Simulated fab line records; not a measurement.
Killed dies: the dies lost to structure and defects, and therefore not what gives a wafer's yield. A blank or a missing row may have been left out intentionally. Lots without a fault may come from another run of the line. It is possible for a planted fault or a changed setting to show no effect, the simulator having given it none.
Chamber matching | flow gf180mcu | GF_V1_CMP_26 on cmp-02 has 4 sister chambers
The step polishes, stops on SiO2, t overpolish 15 s, target thk 0 nm. 7 wafers are shown with their chamber, then 7 later ones without.

## EACH WAFER AND ITS CHAMBER
wafer  | chamber | motor current A (A) | time to endpoint s (s)
L636.3 | 1       | 12.9                | 89
L638.1 | 3       | 11.8                | 86
L646.1 | 1       | 13.2                | 87
L646.2 | 0       | 10.3                | 88
L646.4 | 3       | 11.4                | 84
L651.4 | 0       | 9.6                 | 91
L651.5 | 2       | 11.5                | 90

## WAFERS WHOSE CHAMBER IS MISSING
wafer  | motor current A (A) | time to endpoint s (s)
L651.6 | 13.5                | 92
L652.2 | 13.1                | 89
L652.4 | 10.1                | 89
L652.5 | 10.1                | 91
L654.2 | 11.3                | 86
L654.4 | 10.2                | 85
L654.6 | 11.4                | 82

## EACH ONE'S CHAMBER
wafer  | from the rows above          | in truth
L651.6 | 1                            | 1
L652.2 | 1                            | 1
L652.4 | 0                            | 0
L652.5 | 0                            | 0
L654.2 | can't be placed: 3 or 2      | 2
L654.4 | can't be placed: 0 or 3 or 2 | 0
L654.6 | 3                            | 3
Correctly placed: 5 of 7. Can't be placed from these rows: 2 (the true chamber is among the candidates in 2). Wrongly placed: 0.
How it was worked out, from the rows above alone: a wafer's distance from a chamber is the root of the sum, over the readings, of the square of ((its reading less the chamber's mean) divided by the reading's scatter). The wafer belongs to the nearest chamber; if the next one is less than 2 further off, it can't be placed. The mean given for a chamber averages the wafers shown for that chamber. How the scatter is found: for the shown wafers, subtract from each reading the mean of its chamber, square and add these, divide the total by (wafers less chambers), then take the root.
